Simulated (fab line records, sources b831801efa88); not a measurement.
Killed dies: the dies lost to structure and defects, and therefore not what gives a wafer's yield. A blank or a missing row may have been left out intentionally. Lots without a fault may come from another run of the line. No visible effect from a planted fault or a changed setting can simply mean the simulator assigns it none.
Matching of chambers    flow gf180mcu    GF_V4_CVD_02 on pecvd-03 has 3 sister chambers
The step deposits SiO2 from TEOS, target thk 850 nm, time 94.851 s. 6 wafers are shown with their chamber, then 7 later ones without.

WAFERS, EACH WITH ITS CHAMBER
wafer   chamber  heaterPowerW (W)
L792.6  1        729
L793.1  0        644
L793.4  2        578
L793.6  0        670
L796.1  1        672
L796.3  2        690

WAFERS MISSING THEIR CHAMBER
wafer   heaterPowerW (W)
L796.4  714
L805.1  694
L805.4  733
L805.5  637
L807.1  728
L807.3  609
L807.6  658

WHICH CHAMBER EACH WENT THROUGH
wafer   from the rows above           in truth
L796.4  can't be placed: 1 or 0 or 2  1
L805.1  can't be placed: 1 or 0 or 2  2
L805.4  can't be placed: 1 or 0 or 2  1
L805.5  can't be placed: 2 or 0 or 1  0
L807.1  can't be placed: 1 or 0 or 2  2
L807.3  can't be placed: 2 or 0 or 1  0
L807.6  can't be placed: 0 or 2 or 1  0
Placed correctly: 0 of 7. From these rows, 7 cannot be placed; in 7 the true chamber is one of the candidates. Wrongly placed: 0.
How it was worked out, from the rows above alone: a wafer's distance from a chamber is the root of the sum, over the readings, of the square of ((its reading less the chamber's mean) divided by the reading's scatter). If the next closest chamber is less than 2 further off than the closest, the wafer can't be placed; otherwise it belongs to the closest. For every chamber, the mean is computed from those of its wafers that are shown. The scatter: the root of (the sum of the squares of (reading less its chamber's mean) over the shown wafers, divided by (wafers less chambers)).
